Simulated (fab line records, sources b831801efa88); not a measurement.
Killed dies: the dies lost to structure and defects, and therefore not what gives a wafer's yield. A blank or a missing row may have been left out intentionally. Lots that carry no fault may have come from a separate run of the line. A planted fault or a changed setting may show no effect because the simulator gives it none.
Problem report in the 8D (eight disciplines) form, filled by code | flow sky130 | the parts of the form that need people (team, actions taken, sign-off) are left out

== 1. PROBLEM STATEMENT ==
Mean POLY_GATE_CVD_00_THK at SKY_POLY_GATE_THK_MEAS_01: 106.5 nm over 6 wafers in 2 lots; fault-free wafers: 180.6 nm, standard deviation 1.7. Measured from the usual mean, that is -44 standard deviations.
Seen first at day 20 20:08 on film_metro-02, wafer L907.3. Wafers with a number at this step in the record: 30, from 10 lots. By rule, "out" or "out of limits" means more than 4 standard deviations away from the usual mean. Any other wafer with a number is counted as sound.

== 2. WHAT IT IS, WHAT IT ISN'T ==
question                    | is                           | is not
which readings at this step | POLY_GATE_CVD_00_THK         | -
which lots                  | L907, L908                   | L888, L889, L891, L895, L896, L897, L904, L905
which wafers of those lots  | all that have a number       | -
read on which gauges        | film_metro-02, film_metro-04 | film_metro-01
when                        | from day 20 20:08            | up to then (24 sound wafers)

== 3. THE SUSPECTS, EACH WITH WHAT RULES IT OUT ==
Counting: a tool at any process step up to the reading remains a suspect when it ran all the lots that are out and ran no sound lot after the first of those.
- the gauge at SKY_POLY_GATE_THK_MEAS_01 is ruled out. 2 gauges (film_metro-02, film_metro-04) read the wafers that are out.
- plasma_asher-02 at SKY_VT_ADJUST_NCORE_STRIP_10 (strips in O2/N2): kept. Every lot that is out went through it, starting with L907 (day 14 08:08), and after that it ran no sound lot; the last sound lot it ran before then is L904 (day 13 17:29).
- plasma_asher-02 at SKY_VT_ADJUST_PCH_STRIP_09 (strips in O2/N2): kept. Every lot that is out went through it, starting with L907 (day 16 15:21), and after that it ran no sound lot; the last sound lot it ran before then is L897 (day 13 14:59).
- lpcvd-01 at SKY_POLY_GATE_CVD_00 (deposits poly-Si, target thk 180 nm, time 720 s): kept. Every lot that is out went through it, starting with L907 (day 20 18:19), and after that it ran no sound lot; the last sound lot it ran before then is L905 (day 20 08:02). Its own spike_tc_bottom_C, spike_tc_centre_C, spike_tc_lower_C, spike_tc_top_C, spike_tc_upper_C, susceptor_temp_C, zone_power_lower_pct readings are out on those wafers.
The count leaves plasma_asher-02 at SKY_VT_ADJUST_NCORE_STRIP_10, plasma_asher-02 at SKY_VT_ADJUST_PCH_STRIP_09, and lpcvd-01 at SKY_POLY_GATE_CVD_00.

== 4. THE CAUSE (what the simulator had put in) ==
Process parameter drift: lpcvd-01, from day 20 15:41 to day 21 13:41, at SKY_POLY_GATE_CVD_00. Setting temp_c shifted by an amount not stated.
Counting leaves 3 suspects; this tool is one of them.

== 5. THE EFFECT CHAIN, in route order ==
Each row: a reading where the mean over the struck wafers with a number is more than 3 standard deviations away from the usual. Readings are gone through only where the record gives a usual standard deviation; hours: the median, over the lots, of the time from a lot's start at the first step in this table giving one to that lot's start at this step; sigmas: the change measured in usual standard deviations.
hours | step                      | reading              | usual      | on struck wafers | change | sigmas
0     | SKY_POLY_GATE_CVD_00      | spike_tc_bottom_C    | 637.6 C    | 618.1            | -19.5  | -7.0
0     | SKY_POLY_GATE_CVD_00      | spike_tc_centre_C    | 620.8 C    | 596.2            | -24.6  | -15
0     | SKY_POLY_GATE_CVD_00      | spike_tc_lower_C     | 619.9 C    | 597.4            | -22.5  | -17
0     | SKY_POLY_GATE_CVD_00      | spike_tc_top_C       | 637.8 C    | 616.5            | -21.3  | -14
0     | SKY_POLY_GATE_CVD_00      | spike_tc_upper_C     | 620.3 C    | 597.6            | -22.7  | -23
0     | SKY_POLY_GATE_CVD_00      | susceptor_temp_C     | 619.97 C   | 597.14           | -22.83 | -85
0     | SKY_POLY_GATE_CVD_00      | zone_power_lower_pct | 7.96 %     | 7.45             | -0.51  | -5.5
0     | SKY_POLY_GATE_CVD_00      | zone_power_upper_pct | 9.18 %     | 8.31             | -0.87  | -3.2
2     | SKY_POLY_GATE_THK_MEAS_01 | POLY_GATE_CVD_00_THK | 180.6 nm   | 106.5            | -74.1  | -44
64    | SKY_POLY_GATE_ETCH_17     | oes_product_au       | 0.988 a.u. | 0.701            | -0.287 | -42
It contains these process steps:
- SKY_POLY_GATE_CVD_00: deposits poly-Si, target thk 180 nm, time 720 s.
- SKY_POLY_GATE_ETCH_17: etches poly-Si in HBr/Cl2, stops on SiO2, target depth 180 nm, time 70.5 s.

== 6. HOW IT WOULD HAVE BEEN CAUGHT EARLIER ==
The first out-of-limits reading at a measuring or inspecting step in this record came at day 20 20:08, 4 hours after the fault's start at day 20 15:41.
At SKY_POLY_GATE_CVD_00, the tool's own readings (spike_tc_bottom_C, spike_tc_centre_C, spike_tc_lower_C, spike_tc_top_C, spike_tc_upper_C, susceptor_temp_C, zone_power_lower_pct) were out on each struck wafer the step has a row for, so an alarm limit on them would have fired on the first such wafer.
Of the lots that are out (2), L908 began SKY_POLY_GATE_CVD_00 on lpcvd-01 after day 20 20:08. A hold on the tool at that time would have spared it.
